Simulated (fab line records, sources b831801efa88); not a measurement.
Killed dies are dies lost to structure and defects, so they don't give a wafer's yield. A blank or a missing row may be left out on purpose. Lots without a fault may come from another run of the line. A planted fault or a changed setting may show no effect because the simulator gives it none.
Which tool did it? | flow gf180mcu | 13 lots, 39 wafers sampled, at 2 steps of a route of 602

WHAT THE GAUGES READ, wafer by wafer
GF_MIM_THK_MEAS_11: measures by xrf. Usual: MIM_ALCU_THK 207.0 nm, standard deviation 2.1.
lot  | measured     | on            | MIM_ALCU_THK (nm) | flag
L712 | day 24 09:04 | film_metro-02 | 205.2 205.4 207.1 |
L713 | day 24 19:58 | film_metro-02 | 211.0 205.3 208.8 |
L714 | day 25 05:01 | film_metro-01 | 208.4 207.5 209.0 |
L715 | day 25 17:53 | film_metro-01 | 206.3 204.2 203.7 |
L716 | day 26 00:49 | film_metro-03 | 206.3 206.9 207.0 |
L717 | day 26 04:41 | film_metro-03 | 204.0 205.9 203.4 |
L719 | day 26 22:46 | film_metro-03 | 206.2 207.2 206.2 |
L723 | day 28 08:25 | film_metro-03 | 208.8 208.1 207.9 |
L724 | day 28 11:19 | film_metro-03 | 207.2 207.1 206.3 |
L726 | day 29 00:49 | film_metro-02 | 205.5 204.8 205.4 |
L729 | day 29 22:38 | film_metro-02 | 205.0 201.1 202.6 |
L732 | day 30 15:00 | film_metro-01 | 208.3 206.7 209.2 |
L735 | day 31 10:55 | film_metro-02 | 202.2 203.8 202.2 |

GF_V5_BOW_MEAS_05. Usual: V5_BOW 133 um, standard deviation 9.
lot  | measured     | on            | V5_BOW (um) | flag
L712 | day 26 05:59 | film_metro-04 | 145 151 142 |
L713 | day 26 16:35 | film_metro-03 | 150 146 144 |
L714 | day 27 00:49 | film_metro-04 | 130 128 134 |
L715 | day 27 12:40 | film_metro-03 | 118 138 138 |
L716 | day 27 18:11 | film_metro-04 | 127 120 112 |
L717 | day 27 23:00 | film_metro-01 | 136 137 133 |
L719 | day 28 16:35 | film_metro-03 | 140 139 123 |
L723 | day 29 23:42 | film_metro-04 | 132 126 139 |
L724 | day 30 02:19 | film_metro-01 | 126 128 124 |
L726 | day 30 15:56 | film_metro-01 | 148 119 133 |
L729 | day 31 13:34 | film_metro-04 | 138 138 125 |
L732 | day 32 03:10 | film_metro-04 | 131 129 129 |
L735 | day 32 22:24 | film_metro-03 | 126 129 122 |

WHICH TOOL RAN EACH LOT (tool, then ch and the chambers of the sampled wafers, then the start)
The record holds no process step before these readings.

WHAT THE TOOLS THEMSELVES READ (means of the sampled wafers that have a number; where no wafer has one, the mark that the record gives instead)
The record holds no such reading with a usual standard deviation.

THE ANSWER, worked out from the rows above alone
Rule: a lot is off if the mean of its wafers that have a number lies more than 3 standard deviations from the usual mean. A lot without any number at a reading at which 4 lots or more have one is off too. The other lots that the step has rows for count as sound. The gauges are gone through in route order, then the tools' own readings, and for those a lot's mean is taken as printed above. The first step at which some lot is off is used, and at that step the reading that is off furthest; a lot without a number counts as furthest.
No lot is off at any reading shown: from this, nothing can be told.

WHAT THE SIMULATOR HAD PUT IN
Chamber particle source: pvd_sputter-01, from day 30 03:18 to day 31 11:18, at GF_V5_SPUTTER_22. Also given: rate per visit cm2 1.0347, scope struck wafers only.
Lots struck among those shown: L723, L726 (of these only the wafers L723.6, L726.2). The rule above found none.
